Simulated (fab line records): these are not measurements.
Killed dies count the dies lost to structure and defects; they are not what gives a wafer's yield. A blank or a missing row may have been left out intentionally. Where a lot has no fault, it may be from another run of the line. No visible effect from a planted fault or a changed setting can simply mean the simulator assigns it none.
Which of the tools did it?	flow gf180mcu	at 1 step of a route of 602, 12 lots with 36 wafers sampled

WHAT EACH GAUGE READ, for each wafer
GF_STI_THK_MEAS_02.
lot	measured	on	STI_OXIDATION_THK (nm)
L075	day 1 16:31	film metro-03	9.14 9.05 9.15
L077	day 2 02:31	film metro-01	9.51 9.69 9.43
L079	day 2 13:30	film metro-01	9.25 9.19 9.17
L081	day 2 22:31	film metro-02	9.69 9.62 9.39
L083	day 3 08:31	film metro-01	9.12 9.09 9.21
L085	day 3 18:47	film metro-02	9.35 9.32 9.27
L087	day 4 04:53	film metro-02	9.74 9.87 9.66
L089	day 4 14:31	film metro-03	8.83 8.89 9.04
L091	day 5 03:17	film metro-01	9.23 9.36 9.06
L093	day 5 13:29	film metro-03	9.58 9.65 9.56
L095	day 5 20:36	film metro-02	9.68 9.45 9.59
L097	day 6 07:22	film metro-01	9.44 9.33 9.30

WHAT TOOL EACH LOT RAN ON (gives the tool, then ch and the chambers of the sampled wafers, and finally the start)
No process step before these readings appears in the record.

THE ANSWER, worked out from the rows above alone
Rule: usual is defined by the lots themselves. The widest of any qualifying gaps counts: lots, ordered by their means at a reading, are off when they make up no more than a third of the lots, leave a main group of 4 or more, and stand apart from it by 3 or more times the standard deviation of that group's means. A main group whose means are all the same, to the digits that the tables above print for the reading, isn't used. A lot without any number at a reading at which 4 lots or more have one is off too. All remaining lots with rows at the step are treated as sound.
None of the lots is off at any reading shown; this tells nothing.

WHAT WAS PUT IN BY THE SIMULATOR
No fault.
